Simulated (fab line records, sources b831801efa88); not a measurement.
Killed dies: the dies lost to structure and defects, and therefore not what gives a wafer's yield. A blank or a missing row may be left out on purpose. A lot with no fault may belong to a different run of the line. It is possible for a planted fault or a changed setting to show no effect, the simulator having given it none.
Matching of chambers    flow sky130    SKY_VIA1_ETCH_15 on rie diel-03 has 4 sister chambers
The step etches SiO2 in C4F8/O2/Ar, stops on TiN, target depth 351 nm, time 54 s. 16 wafers are shown with their chamber, then 8 later ones without.

## WAFERS WITH THEIR CHAMBER
wafer   chamber  oes product au (a.u.)
L075.1  1        0.977
L075.4  2        0.978
L075.6  0        0.974
L074.2  2        0.976
L074.3  3        0.980
L074.5  3        0.981
L079.2  2        0.967
L079.4  2        0.980
L079.5  3        0.972
L087.1  2        0.985
L087.3  3        0.984
L087.5  2        0.982
L080.4  2        0.983
L080.5  2        0.980
L080.6  3        0.979
L090.2  0        0.977

SIGNATURES (averages over the wafers above)
reading         chamber 0  chamber 1  chamber 2  chamber 3  scatter within a chamber
oes product au  0.97550    0.97700    0.97887    0.97920    0.005
Rule: for each reading, subtract the chamber's mean from the wafer's reading, divide by that reading's scatter and square the result; add these up over the readings and take the root, which gives the wafer's distance from the chamber. The wafer belongs to the nearest chamber; if the next one is less than 2 further off, it can't be placed. The scatter is the square root of a quotient: the sum, over the shown wafers, of each reading's squared deviation from its chamber's mean, divided by wafers minus chambers.

## WAFERS WHOSE CHAMBER IS MISSING
wafer   oes product au (a.u.)
L090.3  0.979
L090.5  0.988
L093.2  0.978
L093.3  0.986
L093.4  0.981
L095.1  0.973
L095.3  0.979
L095.5  0.971

## THE CHAMBER EACH PASSED THROUGH
wafer   from the rows above                in truth
L090.3  can't be placed: 2 or 3 or 1 or 0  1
L090.5  can't be placed: 3 or 2 or 1 or 0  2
L093.2  can't be placed: 2 or 1 or 3 or 0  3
L093.3  can't be placed: 3 or 2 or 1 or 0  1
L093.4  can't be placed: 3 or 2 or 1 or 0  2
L095.1  can't be placed: 0 or 1 or 2 or 3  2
L095.3  can't be placed: 2 or 3 or 1 or 0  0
L095.5  can't be placed: 0 or 1 or 2 or 3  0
Correctly placed: 0 of 8. Can't be placed from these rows: 8 (the true chamber is among the candidates in 8). Wrongly placed: 0.
